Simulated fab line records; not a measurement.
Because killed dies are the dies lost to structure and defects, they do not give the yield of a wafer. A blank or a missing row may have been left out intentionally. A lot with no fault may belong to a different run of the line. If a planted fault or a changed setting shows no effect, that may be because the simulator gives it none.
Chamber matching | flow sky130 | 4 sister chambers for SKY_VIA3_CMP_24 on cmp-01
The step polishes, stops on SiO2, t overpolish 20 s, target thk 0 nm. 4 wafers are shown with their chamber, then 8 later ones without.

== EACH WAFER AND ITS CHAMBER ==
wafer  | chamber | motor_current_A (A)
L082.2 | 1       | 10.9
L084.3 | 0       | 8.6
L084.5 | 2       | 11.8
L085.1 | 3       | 11.6

== WAFERS MISSING THEIR CHAMBER ==
wafer  | motor_current_A (A)
L085.2 | 11.6
L085.3 | 9.3
L088.2 | 9.4
L088.3 | 11.9
L088.5 | 10.7
L097.1 | 11.0
L097.3 | 11.3
L097.5 | 12.0

== WHICH CHAMBER EACH ONE RAN IN ==
wafer  | from the rows above          | in truth
L085.2 | can't be placed: 3 or 2 or 1 | 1
L085.3 | 0                            | 0
L088.2 | can't be placed: 0 or 1      | 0
L088.3 | can't be placed: 2 or 3      | 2
L088.5 | can't be placed: 1 or 3      | 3
L097.1 | can't be placed: 1 or 3 or 2 | 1
L097.3 | can't be placed: 3 or 1 or 2 | 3
L097.5 | can't be placed: 2 or 3      | 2
Correctly placed: 1 of 8. These rows do not allow placing 7 (true chamber among the candidates in 7). 0 placed wrongly.
How it was worked out, from the rows above alone: a wafer's distance from a chamber is the root of the sum, over the readings, of the square of ((its reading less the chamber's mean) divided by the reading's scatter). The wafer belongs to the nearest chamber; if the next one is less than 2 further off, it can't be placed. A chamber's mean is the mean of its shown wafers. The scatter: with one shown wafer a chamber, the root of the mean of the squares of how far each hidden wafer lies from its nearest shown one.
